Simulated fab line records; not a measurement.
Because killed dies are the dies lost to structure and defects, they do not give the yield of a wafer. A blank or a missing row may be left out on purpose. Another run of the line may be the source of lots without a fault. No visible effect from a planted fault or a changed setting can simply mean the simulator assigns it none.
Which tool is to blame? || flow sky130 || Sampling: 13 lots, 39 wafers, 3 of 708 route steps

== WHAT THE GAUGES READ, wafer by wafer ==
SKY_DNWELL_TW_MEAS_09. Usual: for DNWELL_TW the level is 1115 and the standard deviation is 8.
{"lot": "L931", "measured": "day 3 09:34", "on": "filmMetro-04", "DNWELL_TW": "1102 1109 1103", "flag": ""}
{"lot": "L932", "measured": "day 3 17:31", "on": "filmMetro-04", "DNWELL_TW": "1099 1100 1099", "flag": ""}
{"lot": "L933", "measured": "day 3 20:14", "on": "filmMetro-02", "DNWELL_TW": "1113 1121 1115", "flag": ""}
{"lot": "L934", "measured": "day 3 23:05", "on": "filmMetro-03", "DNWELL_TW": "1122 1119 1130", "flag": ""}
{"lot": "L935", "measured": "day 4 04:45", "on": "filmMetro-02", "DNWELL_TW": "1114 1118 1111", "flag": ""}
{"lot": "L936", "measured": "day 4 08:58", "on": "filmMetro-04", "DNWELL_TW": "1107 1104 1107", "flag": ""}
{"lot": "L944", "measured": "day 6 01:39", "on": "filmMetro-03", "DNWELL_TW": "1128 1132 1125", "flag": ""}
{"lot": "L945", "measured": "day 6 08:38", "on": "filmMetro-02", "DNWELL_TW": "1112 1111 1112", "flag": ""}
{"lot": "L946", "measured": "day 6 13:49", "on": "filmMetro-04", "DNWELL_TW": "1118 1111 1111", "flag": ""}
{"lot": "L947", "measured": "day 6 19:47", "on": "filmMetro-03", "DNWELL_TW": "1112 1118 1118", "flag": ""}
{"lot": "L949", "measured": "day 7 03:52", "on": "filmMetro-03", "DNWELL_TW": "1126 1115 1120", "flag": ""}
{"lot": "L951", "measured": "day 7 14:52", "on": "filmMetro-02", "DNWELL_TW": "1125 1126 1123", "flag": ""}
{"lot": "L952", "measured": "day 7 23:08", "on": "filmMetro-03", "DNWELL_TW": "1131 1124 1127", "flag": ""}

SKY_NWELL_TW_MEAS_15. Usual: for NWELL_TW the level is 1826 and the standard deviation is 8.3.
{"lot": "L931", "measured": "day 4 20:17", "on": "filmMetro-03", "NWELL_TW": "1840 1832 1843", "flag": ""}
{"lot": "L932", "measured": "day 5 03:38", "on": "filmMetro-02", "NWELL_TW": "1818 1821 1822", "flag": ""}
{"lot": "L933", "measured": "day 5 06:48", "on": "filmMetro-04", "NWELL_TW": "1823 1823 1822", "flag": ""}
{"lot": "L934", "measured": "day 5 10:20", "on": "filmMetro-03", "NWELL_TW": "1839 1845 1841", "flag": ""}
{"lot": "L935", "measured": "day 5 15:41", "on": "filmMetro-04", "NWELL_TW": "1821 1828 1820", "flag": ""}
{"lot": "L936", "measured": "day 5 21:41", "on": "filmMetro-02", "NWELL_TW": "1821 1830 1825", "flag": ""}
{"lot": "L944", "measured": "day 7 17:55", "on": "filmMetro-03", "NWELL_TW": "1836 1822 1816", "flag": ""}
{"lot": "L945", "measured": "day 8 00:41", "on": "filmMetro-03", "NWELL_TW": "1830 1827 1832", "flag": ""}
{"lot": "L946", "measured": "day 8 05:58", "on": "filmMetro-02", "NWELL_TW": "1823 1829 1820", "flag": ""}
{"lot": "L947", "measured": "day 8 12:02", "on": "filmMetro-03", "NWELL_TW": "1834 1829 1837", "flag": ""}
{"lot": "L949", "measured": "day 8 21:25", "on": "filmMetro-03", "NWELL_TW": "1828 1831 1832", "flag": ""}
{"lot": "L951", "measured": "day 9 09:02", "on": "filmMetro-02", "NWELL_TW": "1831 1816 1810", "flag": ""}
{"lot": "L952", "measured": "day 9 15:11", "on": "filmMetro-02", "NWELL_TW": "1814 1804 1806", "flag": ""}

SKY_NWELL_TW_MEAS_26. Usual: for NWELL_2_TW the level is 497.3 and the standard deviation is 2.5.
{"lot": "L931", "measured": "day 5 14:32", "on": "filmMetro-04", "NWELL_2_TW": "498.6 494.8 495.2", "flag": ""}
{"lot": "L932", "measured": "day 5 21:50", "on": "filmMetro-02", "NWELL_2_TW": "499.0 495.9 497.5", "flag": ""}
{"lot": "L933", "measured": "day 6 01:30", "on": "filmMetro-02", "NWELL_2_TW": "499.5 496.4 497.2", "flag": ""}
{"lot": "L934", "measured": "day 6 04:59", "on": "filmMetro-04", "NWELL_2_TW": "490.3 493.0 495.2", "flag": ""}
{"lot": "L935", "measured": "day 6 10:47", "on": "filmMetro-03", "NWELL_2_TW": "498.1 497.1 496.8", "flag": ""}
{"lot": "L936", "measured": "day 6 16:45", "on": "filmMetro-02", "NWELL_2_TW": "494.8 498.0 493.6", "flag": ""}
{"lot": "L944", "measured": "day 8 14:43", "on": "filmMetro-02", "NWELL_2_TW": "500.4 498.9 497.8", "flag": ""}
{"lot": "L945", "measured": "day 8 21:46", "on": "filmMetro-03", "NWELL_2_TW": "501.9 499.2 498.8", "flag": ""}
{"lot": "L946", "measured": "day 9 07:25", "on": "filmMetro-02", "NWELL_2_TW": "499.2 494.3 494.6", "flag": ""}
{"lot": "L947", "measured": "day 9 09:06", "on": "filmMetro-03", "NWELL_2_TW": "499.7 501.1 498.9", "flag": ""}
{"lot": "L949", "measured": "day 9 16:14", "on": "filmMetro-02", "NWELL_2_TW": "499.8 496.8 501.9", "flag": ""}
{"lot": "L951", "measured": "day 10 06:04", "on": "filmMetro-03", "NWELL_2_TW": "497.1 494.2 496.8", "flag": ""}
{"lot": "L952", "measured": "day 10 11:55", "on": "filmMetro-03", "NWELL_2_TW": "497.5 497.5 497.8", "flag": ""}

== WHICH TOOL RAN EACH LOT (tool, then ch and the chambers of the sampled wafers, then the start) ==
The record shows no process step preceding these readings.

== AS READ BY THE TOOLS THEMSELVES (means over the sampled wafers that have a number; for cases with no such wafer, the mark the record gives instead) ==
The record holds no such reading with a usual standard deviation.

== THE ANSWER, worked out from the rows above alone ==
Rule: take the mean of a lot's wafers that have a number; if it is more than 3 standard deviations from the usual mean, the lot is off. A lot without any number at a reading at which 4 lots or more have one is off too. The other lots that the step has rows for count as sound. First the gauges in route order, then the tools' own readings, where a lot's mean is used as printed above. The first step at which some lot is off is used, and at that step the reading that is off furthest; a lot without a number counts as furthest.
No lot is off at any reading shown: from this, nothing can be told.

== WHAT WAS PUT IN BY THE SIMULATOR ==
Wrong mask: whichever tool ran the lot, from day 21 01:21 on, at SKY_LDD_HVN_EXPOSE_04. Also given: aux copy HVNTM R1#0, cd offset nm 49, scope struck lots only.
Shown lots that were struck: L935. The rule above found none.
